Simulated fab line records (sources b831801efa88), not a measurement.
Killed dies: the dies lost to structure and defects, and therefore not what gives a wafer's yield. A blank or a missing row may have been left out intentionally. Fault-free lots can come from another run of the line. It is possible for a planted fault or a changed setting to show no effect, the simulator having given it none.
What tool caused it? -- flow sky130 -- 15 lots, 45 wafers sampled, at 1 step of a route of 708

## WHAT THE GAUGES SHOWED, per wafer
The record holds no reading of a measuring or inspecting step that can be judged against a usual standard deviation.

## WHICH TOOL RAN EACH LOT (tool, then ch and the chambers of the sampled wafers, then the start)
lot,SKY_FIELD_ISO_WET_ETCH_30
L157,"wet_bench-04 ch 0, day 2 13:13"
L159,"wet_bench-02 ch 0, day 2 22:59"
L160,"wet_bench-01 ch 0, day 3 02:47"
L161,"wet_bench-04 ch 2, day 3 07:40"
L163,"wet_bench-04 ch 3, day 3 18:14"
L165,"wet_bench-01 ch 2, day 4 03:35"
L169,"wet_bench-04 ch 2, day 5 03:19"
L172,"wet_bench-01 ch 0, day 5 20:41"
L173,"wet_bench-02 ch 2, day 5 23:41"
L174,"wet_bench-04 ch 3, day 6 08:10"
L175,"wet_bench-04 ch 3, day 6 09:40"
L176,"wet_bench-01 ch 0, day 6 13:43"
L177,"wet_bench-02 ch 2, day 6 20:53"
L179,"wet_bench-04 ch 0, day 7 08:24"
L180,"wet_bench-02 ch 3, day 7 12:28"
- SKY_FIELD_ISO_WET_ETCH_30: etches SiO2 in dHF, target depth 25 nm, time 50 s.

## WHAT THE TOOLS THEMSELVES READ (means of the sampled wafers that have a number; where no wafer has one, the mark that the record gives instead)
SKY_FIELD_ISO_WET_ETCH_30.
lot,tool,bath_heat_duty_pct (%),run_length_s (s)
L157,wet_bench-04,7.1,77
L159,wet_bench-02,6.3,76
L160,wet_bench-01,5.4,75
L161,wet_bench-04,5.9,74
L163,wet_bench-04,7.0,82
L165,wet_bench-01,5.9,77
L169,wet_bench-04,6.2,75
L172,wet_bench-01,-,-
L173,wet_bench-02,-,-
L174,wet_bench-04,-,-
L175,wet_bench-04,6.7,76
L176,wet_bench-01,5.6,75
L177,wet_bench-02,5.3,83
L179,wet_bench-04,6.6,84
L180,wet_bench-02,6.7,77

## THE ANSWER, worked out from the rows above alone
Rule: what is usual is taken from the lots themselves. Put in order of their means at a reading, lots are off if they are a third of the lots or fewer, leave a main group of 4 or more, and stand apart from it by a gap of 3 or more times the standard deviation of the main group's means; of several such gaps the widest counts. A main group whose means are all the same, to the digits that the tables above print for the reading, isn't used. Also off: a lot with no number at a reading for which 4 or more lots have one. Where the step has rows for the other lots, those lots are counted as sound. After the gauges, taken in route order, come the tools' own readings; for these a lot's mean is taken, as printed above. At the first step where some lot is off, the reading lying furthest off is the one used; lots without a number count as furthest.
Off, at SKY_FIELD_ISO_WET_ETCH_30 on bath_heat_duty_pct: L172, L173, L174. Without a number there: L172, L173, L174. Main group: mean 6.2 %, sd 0.58.
If a tool, at that step or one of the process steps before it, ran each lot that is off and ran no sound lot following the first of them, it fits. Not one of the candidates tried fits.

## WHAT THE SIMULATOR HAD INSERTED
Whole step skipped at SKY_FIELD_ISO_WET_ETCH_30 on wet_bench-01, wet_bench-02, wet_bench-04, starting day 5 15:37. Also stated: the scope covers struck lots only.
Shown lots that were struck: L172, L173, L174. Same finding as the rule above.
